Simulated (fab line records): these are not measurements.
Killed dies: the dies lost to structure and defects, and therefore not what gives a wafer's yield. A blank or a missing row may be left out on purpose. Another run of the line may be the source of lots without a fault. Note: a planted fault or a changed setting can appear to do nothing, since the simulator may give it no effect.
Comparing a struck lot with a sound one | flow gf180mcu | 15 steps out of a route of 602
Sound: these wafers, L586.2, L586.3, L586.5. Wafers struck: L576.1, L576.4, L576.5. The cause is given at the end.
Order at every step that has rows: each side's tool, ch and its chambers, its first start. Under that, the readings that differ: sound wafers | struck wafers | difference of the means | sigmas: that difference in standard deviations of wafers without a fault.
alike: a reading whose means differ by less than 2 such deviations, as well as words and numbers matching on both sides. not compared: withheld readings; readings where some wafer has no value; bounds like >300 that might hide an equal value; numbers whose values overlap and for which the record gives no deviation.
A row with sigmas, a row that says differs or no value, or rows on one side alone: a step with any of these is where the two part. Numbers that don't overlap but have no deviation are shown without sigmas and don't part them. A reading that every wafer of one side lacks parts them only if that side has two wafers or more.

first, 2 steps without rows for these wafers: GF_MVPSD_IMPLANT_08; GF_MVPSD_IMPLANT_09.
GF_MVPSD_STRIP_10: strips in O2/N2.
  sound on plasma asher-03 ch 0,1, day 8 03:03; struck on plasma asher-02 ch 0,1, day 5 21:27
  alike: drypump motor current A, heater power w, oes product au, strip time to endpoint s
  not compared: rf hours counter h
GF_MVPSD_TW_MEAS_11:
  sound on film metro-01, day 8 03:10; struck on film metro-02, day 5 21:33
  reading  | sound       | struck      | difference | sigmas
  MVPSD_TW | 547 548 551 | 567 568 565 | +18        | +2
then, 7 steps without rows for these wafers: GF_VT_IMPLANT_DEHYDRATE_00 (time 60 s); GF_VT_IMPLANT_HMDS_01 (prime time 60 s); GF_VT_IMPLANT_COAT_02 (resist thk 1000 nm); GF_VT_IMPLANT_SOFTBAKE_03 (time 60 s); GF_VT_IMPLANT_EXPOSE_04 (exposes mask LVPWELL LV AREA, target cd 600 nm); GF_VT_IMPLANT_PEB_05; GF_VT_IMPLANT_DEVELOP_06 (develop time 60 s).
GF_VT_IMPLANT_OVL_MEAS_07:
  sound on overlay-02, day 8 19:22; struck on overlay-02, day 6 11:10
  alike: VT_IMPLANT_OVL
GF_VT_IMPLANT_IMPLANT_08:
  sound on implanter-01 ch 0, day 8 19:26; struck on implanter-04 ch 0, day 6 11:12
  reading            | sound             | struck            | difference | sigmas
  tilt deg (degrees) | 6.996 6.998 6.996 | 7.400 7.392 7.402 | +0.401     | +17
GF_VT_IMPLANT_STRIP_09: strips in O2/N2.
  sound on plasma asher-04 ch 0,1, day 8 19:33; struck on plasma asher-02 ch 1, day 6 11:21
  alike: drypump motor current A, heater power w, oes product au, strip time to endpoint s
  not compared: rf hours counter h
GF_PASSIVATION_PROBE_99:
  the record has rows for the sound wafers here (prober-01, day 32 14:50) and none for the struck ones

== WHERE THEY PART ==
Earliest at GF_MVPSD_TW_MEAS_11; latest, in this record, at GF_PASSIVATION_PROBE_99.

WHY: what the simulator had put in
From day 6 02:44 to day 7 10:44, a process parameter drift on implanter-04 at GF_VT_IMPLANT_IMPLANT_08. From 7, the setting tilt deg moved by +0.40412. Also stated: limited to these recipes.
